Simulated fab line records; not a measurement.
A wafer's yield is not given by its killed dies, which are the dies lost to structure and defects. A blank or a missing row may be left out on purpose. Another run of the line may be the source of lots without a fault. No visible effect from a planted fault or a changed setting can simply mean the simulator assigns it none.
fab line records | flow sky130
record: lots: 6 | wafers: 18 | last-day: 50
route steps=708 shown CONTACT@422 METAL1@434 PAD_OPEN@708
lots with no fault: from the same line, run without faults
start-h: start of the lot's first displayed wafer, in hours after the record's first day | wait-h: how many hours have passed since the lot's step before this one | " repeats the value in the row above | L1.1+2: a row that stands for several wafers | - value missing, or start not given | * or withheld: withheld | < > ~ a bound
route shown NAME@n: names a module that has steps shown in the file, with the first one's number in the route | usual: the fault-free wafers' mean and standard deviation | same: alike in all rows | chamber/n: place in a boat | sites: the reading at each site | _std_site: standard deviation of those values | _edge_site: mean of outer sites minus mean of inner sites | radius-mm: how far each site lies from the wafer's centre | mask NAME#n: copy n | behind: the last tool/chamber to shape the wafer | hold: the reason the lot was held/the length of the hold in hours/how it ended | device: which transistor (n, p or np) failed to switch | end of line: tests of these same wafers at the route's end | step lacking rows: just its recipe | killed: dies that structure and defects cost at the first sort, which is not the same as the wafer's yield | map: per-die view of a wafer (x killed, . not killed, _ where there is no die)
set.NAME: the setting as run; set.NAME@STEP: as run at that earlier step | model.NAME: the simulator's own value behind a step, which no gauge read
a table for each step, a row for each wafer; lots at some steps of the route
services: a tool's chamber out of use, with start hour (start-h, from the record's first day; less than 0 if before it), hours out, and reason
== steps ==
step: SKY_CONTACT_ETCH_16
recipe: chemistry: N2/H2 | target: BARC | ion-energy-ev: 200 | source-w: 500 | bias-w: 100 | pressure-mtorr: 30 | n2-flow-sccm: 100 | h2-flow-sccm: 200 | stop-on: SiO2 | time-s: 45.9 | target-depth-a: 600
usual: drypump-motor-current-A: 5.9/0.38 | oes-product-au: 0.855/0.0045 | throttle-valve-pct: 13.225/0.0088
lot.wafer | tool        | chamber | start-h | wait-h | drypump-motor-current-A | oes-product-au | rf-hours-counter-h | throttle-valve-pct
L136.2    | rie-diel-03 | 1       | 772.20  | 0.0    | 6.3                     | 0.851          | 3                  | 13.231
L136.4    | "           | 3       | "       | "      | 5.9                     | 0.867          | 15                 | 13.240
L136.5    | "           | 2       | "       | "      | 5.5                     | 0.852          | -                  | 13.212
L144.1    | rie-diel-04 | 1       | 839.80  | 0.0    | 6.6                     | 0.852          | 1                  | 13.227
L144.2    | "           | 3       | "       | "      | 5.2                     | 0.854          | 6                  | 13.218
L144.5    | "           | 2       | "       | "      | 6.2                     | 0.852          | -                  | 13.213
L150.1    | rie-diel-03 | 2       | 883.68  | 0.0    | 5.6                     | 0.855          | 11                 | 13.221
L150.5    | "           | 1       | "       | "      | 6.3                     | 0.854          | -                  | 13.222
L150.6    | "           | 0       | "       | "      | 5.8                     | 0.858          | -                  | 13.228
L151.2    | rie-diel-02 | 2       | 883.95  | 0.0    | 5.9                     | 0.854          | 22                 | 13.209
L151.3    | "           | 0       | "       | "      | 6.3                     | 0.854          | 17                 | 13.220
L151.5    | "           | 0       | "       | "      | 6.3                     | 0.850          | -                  | 13.237
L153.1    | rie-diel-04 | 2       | 900.90  | 0.0    | 6.3                     | 0.848          | 3                  | 13.230
L153.2    | "           | 0       | "       | "      | 5.9                     | 0.854          | 20                 | 13.224
L153.6    | "           | 2       | "       | "      | 6.2                     | 0.852          | -                  | 13.221
L154.2    | rie-diel-03 | 1       | 908.08  | 0.0    | 6.3                     | 0.855          | 7                  | 13.223
L154.4    | "           | 0       | "       | "      | 5.8                     | 0.850          | 23                 | 13.250
L154.6    | "           | 0       | "       | "      | 5.8                     | 0.854          | -                  | 13.227
step: SKY_CONTACT_ETCH_17
recipe: target: SiO2 | chemistry: C4F8/O2/Ar | stop-on: Si3N4 | mask-material: KrF-thick | source-w: 1500 | bias-w: 1200 | pressure-mtorr: 40 | c4f8-flow-sccm: withheld | O2_flow_sccm: 6 | Ar_flow_sccm: 300 | time-s: withheld | target-depth-a: 3400
usual: oes-product-au: 0.892/0.0052
lot.wafer | tool        | chamber | start-h | wait-h | oes-product-au
L136.2    | rie-diel-03 | 1       | 772.24  | 0.0    | 0.897
L136.4    | "           | 3       | "       | "      | 0.890
L136.5    | "           | 2       | "       | "      | 0.886
L144.1    | rie-diel-04 | 1       | 839.84  | 0.0    | 0.891
L144.2    | "           | 3       | "       | "      | 0.881
L144.5    | "           | 2       | "       | "      | 0.887
L150.1    | rie-diel-03 | 2       | 883.72  | 0.0    | 0.900
L150.5    | "           | 1       | "       | "      | 0.889
L150.6    | "           | 0       | "       | "      | 0.894
L151.2    | rie-diel-02 | 2       | 883.99  | 0.0    | 0.893
L151.3    | "           | 0       | "       | "      | 0.892
L151.5    | "           | 0       | "       | "      | 0.892
L153.1    | rie-diel-04 | 2       | 900.94  | 0.0    | 0.883
L153.2    | "           | 0       | "       | "      | 0.901
L153.6    | "           | 2       | "       | "      | 0.885
L154.2    | rie-diel-03 | 1       | 908.12  | 0.0    | 0.891
L154.4    | "           | 0       | "       | "      | 0.882
L154.6    | "           | 0       | "       | "      | 0.894
step: SKY_CONTACT_ETCH_18
recipe: target: Si3N4 | chemistry: CHF3/O2 | stop-on: TiN | source-w: 600 | bias-w: 200 | pressure-mtorr: 40 | chf3-flow-sccm: 50 | O2_flow_sccm: 5 | time-s: 39 | target-depth-a: 750
usual: drypump-motor-current-A: 5.9/0.38 | oes-product-au: 0.855/0.0067 | throttle-valve-pct: 8.792/0.009
lot.wafer | tool        | chamber | start-h | wait-h | drypump-motor-current-A | oes-product-au | rf-hours-counter-h | throttle-valve-pct
L136.2    | rie-diel-03 | 1       | -       | -      | 6.3                     | 0.861          | 3                  | 8.786
L136.4    | "           | 3       | "       | "      | 5.9                     | 0.867          | 15                 | 8.792
L136.5    | "           | 2       | "       | "      | 5.6                     | 0.855          | -                  | 8.776
L144.1    | rie-diel-04 | 1       | -       | -      | 6.5                     | 0.843          | 1                  | 8.798
L144.2    | "           | 3       | "       | "      | 5.1                     | 0.855          | 6                  | 8.783
L144.5    | "           | 2       | "       | "      | 6.2                     | 0.859          | -                  | 8.790
L150.1    | rie-diel-03 | 2       | -       | -      | 5.6                     | 0.854          | 11                 | 8.782
L150.5    | "           | 1       | "       | "      | 6.3                     | 0.868          | -                  | 8.800
L150.6    | "           | 0       | "       | "      | 5.9                     | 0.868          | -                  | 8.808
L151.2    | rie-diel-02 | 2       | -       | -      | 5.9                     | 0.854          | 22                 | 8.797
L151.3    | "           | 0       | "       | "      | 6.2                     | 0.854          | 17                 | 8.787
L151.5    | "           | 0       | "       | "      | 6.2                     | 0.858          | -                  | 8.789
L153.1    | rie-diel-04 | 2       | -       | -      | 6.3                     | 0.860          | 3                  | 8.812
L153.2    | "           | 0       | "       | "      | 5.9                     | 0.857          | 20                 | 8.799
L153.6    | "           | 2       | "       | "      | 6.3                     | 0.856          | -                  | 8.787
L154.2    | rie-diel-03 | 1       | -       | -      | 6.3                     | 0.853          | 7                  | 8.793
L154.4    | "           | 0       | "       | "      | 5.8                     | 0.857          | 23                 | 8.795
L154.6    | "           | 0       | "       | "      | 5.8                     | 0.858          | -                  | 8.795
step: SKY_CONTACT_STRIP_19
recipe: chemistry: O2/N2 | power-w: 1400 | pressure-mtorr: 1500 | platen-temp-c: withheld | o2-flow-sccm: 3000 | n2-flow-sccm: 300 | overash-fraction: 0.5
step: SKY_CONTACT_STRIP_20
recipe: chemistry: post-etch-residue-remover | time-s: 1200 | temp-c: 72.5
step: SKY_CONTACT_CLEAN_21
recipe: chemistry: IPA | time-s: 180 | temp-c: 25
step: SKY_CONTACT_CLEAN_22
recipe: chemistry: O3/DIW | dry: n2-spin
step: SKY_CONTACT_SPUTTER_23
recipe: material: TiN | target-thk-nm: 20 | chamber-pressure-pa: 5 | power-w: 4000 | time-s: 80
step: SKY_CONTACT_CVD_24
recipe: material: W | target-thk-nm: 340 | time-s: 102.12 | temp-c: 400 | pressure-torr: 40
step: SKY_CONTACT_RS_MEAS_25
recipe: thk-meas-gauge: four-point-probe | reads: W_of_CONTACT_CVD_24+TiN_of_CONTACT_SPUTTER_23
usual: CONTACT_W_RS: 0.338/0.0035
lot.wafer | tool          | chamber | start-h | wait-h | CONTACT_W_RS[ohm/sq]
L136.2    | film-metro-04 | -       | 773.12  | 0.1    | 0.342
L136.4    | "             | -       | "       | "      | 0.338
L136.5    | "             | -       | "       | "      | 0.339
L144.1    | film-metro-01 | -       | 840.70  | 0.1    | 0.337
L144.2    | "             | -       | "       | "      | 0.339
L144.5    | "             | -       | "       | "      | 0.335
L150.1    | film-metro-03 | -       | 884.62  | 0.1    | 0.340
L150.5    | "             | -       | "       | "      | 0.340
L150.6    | "             | -       | "       | "      | 0.338
L151.2    | film-metro-03 | -       | 884.91  | 0.1    | 0.337
L151.3    | "             | -       | "       | "      | 0.332
L151.5    | "             | -       | "       | "      | 0.336
L153.1    | film-metro-03 | -       | 901.83  | 0.1    | 0.344
L153.2    | "             | -       | "       | "      | 0.337
L153.6    | "             | -       | "       | "      | 0.339
L154.2    | film-metro-03 | -       | 909.00  | 0.1    | 0.337
L154.4    | "             | -       | "       | "      | 0.340
L154.6    | "             | -       | "       | "      | 0.341
step: SKY_CONTACT_THK_MEAS_26
recipe: thk-meas-gauge: xrf | reads: W_of_CONTACT_CVD_24
usual: CONTACT_W_THK: 346/4.2
lot.wafer | tool          | chamber | start-h | wait-h | CONTACT_W_THK[nm]
L136.2    | film-metro-04 | -       | 773.23  | 0.1    | 341
L136.4    | "             | -       | "       | "      | 346
L136.5    | "             | -       | "       | "      | 346
L144.1    | film-metro-01 | -       | 840.82  | 0.1    | 347
L144.2    | "             | -       | "       | "      | 345
L144.5    | "             | -       | "       | "      | 345
L150.1    | film-metro-03 | -       | 884.74  | 0.1    | 345
L150.5    | "             | -       | "       | "      | 347
L150.6    | "             | -       | "       | "      | 350
L151.2    | film-metro-03 | -       | 885.02  | 0.1    | 351
L151.3    | "             | -       | "       | "      | 354
L151.5    | "             | -       | "       | "      | 351
L153.1    | film-metro-03 | -       | 901.95  | 0.1    | 341
L153.2    | "             | -       | "       | "      | 347
L153.6    | "             | -       | "       | "      | 347
L154.2    | film-metro-03 | -       | 909.11  | 0.1    | 348
L154.4    | "             | -       | "       | "      | 344
L154.6    | "             | -       | "       | "      | 343
step: SKY_CONTACT_CMP_27
recipe: stop-on: SiO2 | t-overpolish-s: 15 | down-force-psi: 3.5 | platen-rpm: 60 | target-thk-nm: 0 | pad-velocity-m-s: 0.94248
usual: motor-current-A: 11.5/0.99 | overpolish-run-s: 15.000/0.0093 | time-to-endpoint-s: 83/3.3
lot.wafer | tool   | chamber | start-h | wait-h | motor-current-A | overpolish-run-s | time-to-endpoint-s
L136.4    | cmp-01 | 2       | 773.33  | 0.1    | 12.0            | 15.011           | 83
L136.2    | "      | 3       | "       | "      | 11.1            | 14.990           | 86
L136.5    | "      | 1       | "       | "      | 11.3            | 14.994           | 86
L144.2    | cmp-02 | 3       | 840.98  | 0.1    | 11.2            | 15.001           | 80
L144.1    | "      | 0       | "       | "      | 12.7            | 15.012           | 81
L144.5    | "      | 1       | "       | "      | 11.2            | 15.002           | 85
L150.1    | cmp-02 | 0       | 884.90  | 0.1    | 12.6            | 14.990           | 82
L150.6    | "      | 2       | "       | "      | 12.1            | 15.012           | 84
L150.5    | "      | 3       | "       | "      | 11.2            | 15.010           | 85
L151.3    | cmp-02 | 0       | 885.40  | 0.4    | 12.7            | 15.006           | 82
L151.2    | "      | 2       | "       | "      | 12.4            | 15.002           | 81
L151.5    | "      | 1       | "       | "      | 10.2            | 14.998           | 84
L153.2    | cmp-01 | 2       | 902.06  | 0.1    | 11.5            | 15.008           | 82
L153.1    | "      | 0       | "       | "      | 9.4             | 14.983           | 81
L153.6    | "      | 1       | "       | "      | 12.2            | 15.012           | 82
L154.2    | cmp-02 | 2       | 909.16  | 0.0    | 12.0            | 15.008           | 79
L154.4    | "      | 3       | "       | "      | 11.3            | 14.998           | 82
L154.6    | "      | 3       | "       | "      | 12.0            | 14.995           | 76
step: SKY_METAL1_SPUTTER_00
recipe: material: Ti | target-thk-nm: 15 | power-w: 3000 | time-s: 10 | chamber-pressure-pa: 0.4
usual: throttle-valve-pct: 30.2/0.85
lot.wafer | tool           | chamber | start-h | wait-h | throttle-valve-pct | model.Ti_of_METAL1_SPUTTER_00.thk-nm
L136.2    | pvd-sputter-01 | -       | 773.58  | 0.1    | 29.2               | 15.4
L136.4    | "              | -       | "       | "      | 29.6               | 15.34
L136.5    | "              | -       | "       | "      | 32.2               | 15.33
L144.1    | pvd-sputter-01 | -       | 841.18  | 0.1    | 29.6               | 15.27
L144.2    | "              | -       | "       | "      | 29.0               | 15.25
L144.5    | "              | -       | "       | "      | 29.5               | 15.28
L150.1    | pvd-sputter-01 | -       | 885.10  | 0.1    | 32.2               | 15.31
L150.5    | "              | -       | "       | "      | 30.0               | 10.81
L150.6    | "              | -       | "       | "      | 29.6               | 15.15
L151.2    | pvd-sputter-01 | -       | 885.70  | 0.1    | 32.2               | 15.25
L151.3    | "              | -       | "       | "      | 29.4               | 15.15
L151.5    | "              | -       | "       | "      | 30.1               | 10.8
L153.1    | pvd-sputter-04 | -       | 902.31  | 0.1    | 30.6               | 14.86
L153.2    | "              | -       | "       | "      | 29.6               | 14.82
L153.6    | "              | -       | "       | "      | 30.6               | 14.83
L154.2    | pvd-sputter-03 | -       | 909.46  | 0.2    | 31.2               | 15.05
L154.4    | "              | -       | "       | "      | 30.0               | 15.04
L154.6    | "              | -       | "       | "      | 30.1               | 14.9
step: SKY_METAL1_SPUTTER_01
recipe: material: TiN | target-thk-nm: 20 | power-w: 6500 | time-s: 16.7 | chamber-pressure-pa: 0.4
usual: throttle-valve-pct: 30.2/0.85
lot.wafer | tool           | chamber | start-h | wait-h | throttle-valve-pct
L136.2    | pvd-sputter-01 | -       | 773.60  | 0.0    | 29.5
L136.4    | "              | -       | "       | "      | 29.6
L136.5    | "              | -       | "       | "      | 32.3
L144.1    | pvd-sputter-01 | -       | 841.20  | 0.0    | 29.7
L144.2    | "              | -       | "       | "      | 29.3
L144.5    | "              | -       | "       | "      | 29.7
L150.1    | pvd-sputter-01 | -       | 885.12  | 0.0    | 32.0
L150.5    | "              | -       | "       | "      | 30.1
L150.6    | "              | -       | "       | "      | 29.8
L151.2    | pvd-sputter-01 | -       | 885.72  | 0.0    | 32.3
L151.3    | "              | -       | "       | "      | 29.6
L151.5    | "              | -       | "       | "      | 30.2
L153.1    | pvd-sputter-04 | -       | 902.34  | 0.0    | 30.6
L153.2    | "              | -       | "       | "      | 29.5
L153.6    | "              | -       | "       | "      | 30.8
L154.2    | pvd-sputter-03 | -       | 909.48  | 0.0    | 31.2
L154.4    | "              | -       | "       | "      | 30.0
L154.6    | "              | -       | "       | "      | 30.3
step: SKY_PAD_OPEN_PROBE_99
usual: defect-limited-yield: 82.6/2.1 | killed_at_M0_to_M3: 43/7.3 | killed_at_M4_up: 3.1/1.8 | killed-at-contacts: 24/5.4 | killed-at-front-end: 15/4.1 | killed-at-other: 0.2/0.52 | killed-dies: 86/10 | killed-open: 47/7.3 | killed-short: 39/6.4 | sort_bin_3_pad_short: 0.8/0.37 | sort_bin_5_function: 10.1/1.4 | sort_bin_6_memory: 6.4/1.2 | sort-n-pass: 406/10 | sort-yield-pct: 82.6/2.1
same: gross-dies: 492 | killed-at-back-side: 0 | sort_bin_4_leakage[%]: 0 | sort_bin_8_speed[%]: 0
lot.wafer | tool      | chamber | start-h | wait-h | defect-limited-yield[%] | killed_at_M0_to_M3 | killed_at_M4_up | killed-at-contacts | killed-at-front-end | killed-at-other | killed-dies | killed-open | killed-short | sort_bin_3_pad_short[%] | sort_bin_5_function[%] | sort_bin_6_memory[%] | sort-n-pass | sort-yield-pct[%]
L136.2    | prober-02 | -       | 1104.36 | 0.1    | 80.7                    | 43                 | 7               | 24                 | 21                  | 0               | 95          | 55          | 39           | 0.4                     | 11.4                   | 7.5                  | 397         | 80.7
L136.4    | prober-02 | -       | 1104.46 | 0.2    | 82.9                    | 44                 | 5               | 16                 | 18                  | 1               | 84          | 45          | 39           | 1.0                     | 9.3                    | 6.7                  | 408         | 82.9
L136.5    | prober-02 | -       | 1104.51 | 0.2    | 85.6                    | 31                 | 1               | 24                 | 15                  | 0               | 71          | 37          | 34           | 0.8                     | 8.1                    | 5.5                  | 421         | 85.6
L144.1    | prober-02 | -       | 1151.97 | 0.1    | 83.1                    | 41                 | 3               | 24                 | 15                  | 0               | 83          | 50          | 33           | 0.4                     | 10.0                   | 6.5                  | 409         | 83.1
L144.2    | prober-02 | -       | 1152.02 | 0.1    | 85.8                    | 30                 | 2               | 20                 | 18                  | 0               | 70          | 30          | 40           | 0.4                     | 8.1                    | 5.7                  | 422         | 85.8
L144.5    | prober-02 | -       | 1152.17 | 0.2    | 83.1                    | 51                 | 5               | 15                 | 12                  | 0               | 83          | 34          | 49           | 0.6                     | 8.7                    | 7.5                  | 409         | 83.1
L150.1    | prober-02 | -       | 1184.02 | 0.1    | 86.2                    | 30                 | 3               | 22                 | 13                  | 0               | 68          | 39          | 29           | 0.6                     | 8.1                    | 5.1                  | 424         | 86.2
L150.5    | prober-02 | -       | 1184.22 | 0.2    | 80.7                    | 46                 | 7               | 28                 | 13                  | 1               | 95          | 55          | 40           | 0.8                     | 10.6                   | 7.9                  | 397         | 80.7
L150.6    | prober-02 | -       | 1184.27 | 0.2    | 80.9                    | 52                 | 6               | 22                 | 14                  | 0               | 94          | 46          | 48           | 1.6                     | 10.0                   | 7.5                  | 398         | 80.9
L151.2    | prober-01 | -       | 1185.18 | 0.1    | 85.2                    | 40                 | 0               | 19                 | 14                  | 0               | 73          | 40          | 33           | 0.8                     | 10.4                   | 3.7                  | 419         | 85.2
L151.3    | prober-01 | -       | 1185.23 | 0.2    | 80.5                    | 51                 | 4               | 30                 | 11                  | 0               | 96          | 57          | 39           | 1.2                     | 10.6                   | 7.7                  | 396         | 80.5
L151.5    | prober-01 | -       | 1185.33 | 0.2    | 82.9                    | 45                 | 4               | 22                 | 13                  | 0               | 84          | 40          | 44           | 1.4                     | 9.8                    | 5.9                  | 408         | 82.9
L153.1    | prober-01 | -       | 1192.59 | 0.1    | 83.3                    | 36                 | 1               | 27                 | 18                  | 0               | 82          | 45          | 37           | 1.4                     | 9.1                    | 6.1                  | 410         | 83.3
L153.2    | prober-01 | -       | 1192.64 | 0.1    | 81.1                    | 46                 | 3               | 27                 | 16                  | 1               | 93          | 52          | 41           | 1.2                     | 10.0                   | 7.7                  | 399         | 81.1
L153.6    | prober-01 | -       | 1192.84 | 0.2    | 82.1                    | 41                 | 2               | 28                 | 17                  | 0               | 88          | 45          | 42           | 1.0                     | 10.6                   | 6.3                  | 404         | 82.1
L154.2    | prober-02 | -       | 1195.56 | 0.1    | 85.0                    | 41                 | 1               | 21                 | 9                   | 2               | 74          | 36          | 38           | 1.0                     | 10.2                   | 3.9                  | 418         | 85.0
L154.4    | prober-02 | -       | 1195.66 | 0.2    | 85.4                    | 42                 | 2               | 19                 | 9                   | 0               | 72          | 39          | 33           | 0.4                     | 9.3                    | 4.9                  | 420         | 85.4
L154.6    | prober-02 | -       | 1195.76 | 0.2    | 82.7                    | 40                 | 3               | 28                 | 14                  | 0               | 85          | 47          | 38           | 1.0                     | 10.0                   | 6.3                  | 407         | 82.7
killed by level:class
L136.2 VIA1:geometric-particle:open=12 LI_CONTACT:geometric-particle:open=9 CONTACT:geometric-particle:open=9 FIELD_ISO:geometric-particle:open=8 METAL2:geometric-particle:short=8 VIA3:geometric-particle:open=6 METAL4:geometric-particle:short=5 FIELD_ISO:geometric-particle:short=4
L136.4 VIA1:geometric-particle:open=13 VIA3:geometric-particle:open=8 METAL1:geometric-particle:short=6 CONTACT:geometric-particle:open=6 FIELD_ISO:geometric-particle:short=5 LI_CONTACT:geometric-particle:open=4 VIA1:geometric-particle:short=4 VIA2:geometric-particle:open=4
L136.5 CONTACT:geometric-particle:open=11 LI_CONTACT:geometric-particle:open=7 VIA1:geometric-particle:open=7 METAL2:geometric-particle:short=6 POLY_GATE:geometric-particle:open=4 METAL3:geometric-particle:short=4 METAL1:geometric-particle:short=4 FIELD_ISO:geometric-particle:open=3
L144.1 VIA3:geometric-particle:open=12 CONTACT:geometric-particle:open=9 VIA2:geometric-particle:open=8 LI_CONTACT:geometric-particle:open=7 FIELD_ISO:geometric-particle:open=6 VIA1:geometric-particle:short=5 METAL2:geometric-particle:short=4 LI_CONTACT:geometric-particle:short=3
L144.2 CONTACT:geometric-particle:short=7 FIELD_ISO:geometric-particle:short=6 VIA1:geometric-particle:open=6 LOCAL_INTERCONNECT:geometric-particle:short=6 VIA3:geometric-particle:open=5 POLY_GATE:geometric-particle:open=4 CONTACT:geometric-particle:open=4 VIA1:geometric-particle:short=4
L144.5 VIA2:geometric-particle:open=7 VIA3:geometric-particle:open=7 VIA3:geometric-particle:short=7 CONTACT:geometric-particle:open=6 METAL1:geometric-particle:short=6 VIA1:geometric-particle:short=6 METAL4:geometric-particle:short=5 METAL2:geometric-particle:short=5
L150.1 CONTACT:geometric-particle:open=11 VIA1:geometric-particle:open=7 FIELD_ISO:geometric-particle:open=5 CONTACT:geometric-particle:short=5 METAL2:geometric-particle:short=5 METAL1:geometric-particle:short=5 VIA3:geometric-particle:open=5 POLY_GATE:geometric-particle:open=3
L150.5 LI_CONTACT:geometric-particle:open=14 METAL1:geometric-particle:short=10 CONTACT:geometric-particle:open=9 VIA1:geometric-particle:open=9 VIA2:geometric-particle:open=9 VIA1:geometric-particle:short=7 FIELD_ISO:geometric-particle:open=6 METAL4:geometric-particle:short=5
L150.6 VIA3:geometric-particle:open=10 CONTACT:geometric-particle:open=8 VIA1:geometric-particle:open=8 METAL1:geometric-particle:short=6 METAL3:geometric-particle:short=6 LI_CONTACT:geometric-particle:open=5 METAL2:geometric-particle:short=5 VIA2:geometric-particle:short=5
L151.2 VIA2:geometric-particle:open=11 VIA1:geometric-particle:open=10 FIELD_ISO:geometric-particle:open=6 LI_CONTACT:geometric-particle:open=5 LOCAL_INTERCONNECT:geometric-particle:short=5 VIA1:geometric-particle:short=5 METAL2:geometric-particle:short=5 METAL1:geometric-particle:short=4
L151.3 VIA3:geometric-particle:open=14 CONTACT:geometric-particle:open=11 LI_CONTACT:geometric-particle:open=8 VIA1:geometric-particle:open=8 VIA2:geometric-particle:open=8 METAL2:geometric-particle:short=7 CONTACT:geometric-particle:short=4 LOCAL_INTERCONNECT:geometric-particle:short=4
L151.5 METAL1:geometric-particle:short=8 METAL2:geometric-particle:short=8 LI_CONTACT:geometric-particle:open=7 VIA1:geometric-particle:open=7 VIA2:geometric-particle:open=6 CONTACT:geometric-particle:open=5 CONTACT:geometric-particle:short=5 FIELD_ISO:geometric-particle:short=4
L153.1 LI_CONTACT:geometric-particle:open=9 CONTACT:geometric-particle:open=7 VIA2:geometric-particle:open=7 POLY_GATE:geometric-particle:short=6 POLY_GATE:geometric-particle:open=5 CONTACT:geometric-particle:short=5 VIA1:geometric-particle:open=5 METAL2:geometric-particle:short=5
L153.2 CONTACT:geometric-particle:open=14 VIA1:geometric-particle:open=12 METAL2:geometric-particle:short=6 FIELD_ISO:geometric-particle:open=5 POLY_GATE:geometric-particle:short=5 VIA2:geometric-particle:short=5 CONTACT:geometric-particle:short=4 METAL1:geometric-particle:short=4
L153.6 VIA2:geometric-particle:open=9 LOCAL_INTERCONNECT:geometric-particle:short=8 CONTACT:geometric-particle:open=7 VIA1:geometric-particle:open=6 FIELD_ISO:geometric-particle:short=5 POLY_GATE:geometric-particle:open=5 LI_CONTACT:geometric-particle:open=5 CONTACT:geometric-particle:short=5
L154.2 LI_CONTACT:geometric-particle:open=9 CONTACT:geometric-particle:open=8 METAL1:geometric-particle:short=8 VIA1:geometric-particle:open=5 VIA1:geometric-particle:short=5 METAL3:geometric-particle:short=5 FIELD_ISO:geometric-particle:short=3 VIA3:geometric-particle:open=3
L154.4 VIA2:geometric-particle:open=10 VIA1:geometric-particle:open=9 CONTACT:geometric-particle:open=6 METAL2:geometric-particle:short=6 METAL3:geometric-particle:short=4 FIELD_ISO:geometric-particle:short=4 VIA2:geometric-particle:short=4 CONTACT:geometric-particle:short=4
L154.6 CONTACT:geometric-particle:open=12 VIA2:geometric-particle:open=10 LI_CONTACT:geometric-particle:open=7 VIA1:geometric-particle:open=7 CONTACT:geometric-particle:short=5 METAL2:geometric-particle:short=5 FIELD_ISO:geometric-particle:short=4 METAL1:geometric-particle:short=4
== services ==
tool           | chamber | start-h | hours | kind
rie-diel-03    | 2       | 754.12  | 5.0   | repair
pvd-sputter-04 | -       | 756.93  | 0.7   | repair
cmp-01         | -       | 759.37  | 3.3   | repair
rie-diel-02    | -       | 761.42  | 2.8   | pm
cmp-01         | -       | 762.76  | 0.4   | repair
rie-diel-04    | 3       | 770.99  | 3.7   | repair
cmp-02         | -       | 776.48  | 1.2   | repair
pvd-sputter-01 | 1       | 788.65  | -     | consumable-replace:kit
cmp-01         | -       | 803.33  | 3.6   | repair
cmp-01         | -       | 804.76  | 7.5   | repair
rie-diel-03    | -       | 804.97  | 14.6  | pm
rie-diel-02    | 2       | 805.59  | 1.3   | repair
cmp-01         | -       | 814.16  | 2.4   | repair
rie-diel-02    | -       | 829.34  | 0.1   | repair
rie-diel-03    | 3       | 832.41  | 7.2   | repair
rie-diel-03    | -       | 833.83  | 0.3   | repair
cmp-02         | -       | 837.05  | 1.8   | repair
pvd-sputter-04 | -       | 839.20  | 1.4   | repair
rie-diel-02    | 3       | 874.01  | 7.1   | repair
cmp-01         | -       | 879.27  | 1.0   | repair
cmp-01         | -       | 881.60  | 7.3   | pm
cmp-01         | -       | 889.98  | 8.2   | pm
rie-diel-03    | -       | 900.30  | 0.6   | repair
rie-diel-02    | 1       | 903.91  | 3.6   | repair
== key ==
first-sign none at tools or gauges
model-effect: step: SKY_METAL1_SPUTTER_00 | value: Ti_of_METAL1_SPUTTER_00.thk-nm | without: 15.1 | struck: 10.81
met-at SKY_METAL1_SPUTTER_00
struck-wafers L150.5,L151.5
fault: kind: process-parameter-drift | tool: pvd-sputter-01 | chamber: - | onset-h: 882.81 | steps: SKY_METAL1_SPUTTER_00 | channel: time-s | offset: * | shape: step | end-h: 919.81 | acts-in: * | stated: * | scope: struck-wafers-only
